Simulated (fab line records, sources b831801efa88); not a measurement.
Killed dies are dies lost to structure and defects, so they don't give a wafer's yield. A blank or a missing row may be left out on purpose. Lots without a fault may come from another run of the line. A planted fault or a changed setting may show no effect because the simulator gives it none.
A struck lot beside a sound one | flow sky130 | 17 steps out of a route of 708
Sound: wafers L318.3, L318.4, L318.6. Struck: wafers L329.2, L329.3, L329.6. The cause comes at the end.
At each step with rows: each side's tool, then ch and its chambers, then its first start. Under that, the readings that differ: sound wafers | struck wafers | difference of the means | sigmas: that difference in standard deviations of wafers without a fault.
alike: readings whose means differ by less than 2 such deviations, and words and numbers that are the same on both sides. not compared: withheld readings, readings that some wafer has no value for, bounds like >300 that may hide the same value, and numbers for which the record gives no deviation and whose values overlap.
The two part at a step that has a row with sigmas, a row that says differs or no value, or rows on one side only. Numbers that don't overlap but have no deviation are shown without sigmas and don't part them. A reading that every wafer of one side lacks parts them only if that side has two wafers or more.

SKY_LDD_HVN_OVL_MEAS_07:
  sound on overlay-01, day 23 02:31; struck on overlay-02, day 26 08:12
  alike: LDD_HVN_OVL
then, 1 step without rows for these wafers: SKY_LDD_HVN_IMPLANT_08.
SKY_LDD_HVN_STRIP_09: strips in O2/N2.
  sound on plasma_asher-02 ch 0,1, day 23 02:43; struck on plasma_asher-02 ch 0,1, day 26 08:23
  alike: drypump_motor_current_A, oes_product_au, strip_time_to_endpoint_s
  not compared: rf_hours_counter_h
SKY_LDD_HVN_TW_MEAS_10:
  sound on film_metro-02, day 23 02:48; struck on film_metro-02, day 26 08:29
  alike: LDD_HVN_TW
then, 7 steps without rows for these wafers: SKY_LDD_HVP_DEHYDRATE_00 (time 60 s); SKY_LDD_HVP_HMDS_01 (prime time 60 s); SKY_LDD_HVP_COAT_02 (resist thk 300 nm); SKY_LDD_HVP_SOFTBAKE_03 (time 60 s); SKY_LDD_HVP_EXPOSE_04 (exposes mask HVPTM, target cd 700 nm); SKY_LDD_HVP_PEB_05; SKY_LDD_HVP_DEVELOP_06 (develop time 60 s).
SKY_LDD_HVP_OVL_MEAS_07:
  sound on overlay-01, day 24 08:49; struck on overlay-02, day 27 13:45
  alike: LDD_HVP_OVL
SKY_LDD_HVP_IMPLANT_08:
  sound on implanter-03 ch 0, day 24 08:53; struck on implanter-03 ch 0, day 27 13:49
  reading            | sound                | struck               | difference | sigmas
  tilt_deg (degrees) | 17.928 17.943 17.894 | -0.011 -0.002 -0.034 | -17.937    | -99 or more
SKY_LDD_HVP_STRIP_09: strips in O2/N2.
  sound on plasma_asher-02 ch 0,1, day 24 09:01; struck on plasma_asher-01 ch 0,1, day 27 13:56
  alike: drypump_motor_current_A, oes_product_au, strip_time_to_endpoint_s
  not compared: rf_hours_counter_h
SKY_LDD_HVP_TW_MEAS_10:
  sound on film_metro-01, day 24 09:06; struck on film_metro-02, day 27 14:02
  reading    | sound       | struck      | difference | sigmas
  LDD_HVP_TW | 454 454 455 | 407 408 408 | -47        | -11
then, 1 step without rows for these wafers: SKY_LDD_LDN_DEHYDRATE_00 (time 60 s).
-- the record jumps here: 22 days lie between the struck wafers' starts before and after (it left off in module LDD_LDN and takes up again in module PAD_OPEN, whose first step shown is number 708 of the route) --
SKY_PAD_OPEN_PROBE_99:
  sound on prober-01, day 47 21:57; struck on prober-02, day 49 23:24
  reading                        | sound          | struck         | difference | sigmas
  model.etest.tip_p_5v.rs_ohm_sq | 2850 2852 2871 | 2662 2662 2667 | -194       |
  alike: killed_at_M0_to_M3, killed_at_M4_up, killed_at_contacts, killed_at_front_end, killed_at_other, killed_dies, killed_open, killed_short

WHERE THEY PART
First at SKY_LDD_HVP_IMPLANT_08; last, within this record, at SKY_LDD_HVP_TW_MEAS_10. Later steps at which nothing parts them and some readings are alike: SKY_PAD_OPEN_PROBE_99.

WHY: what the simulator had put in
Process parameter drift: implanter-03, from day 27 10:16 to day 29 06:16, at SKY_LDD_HVP_IMPLANT_08. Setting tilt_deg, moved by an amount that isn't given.
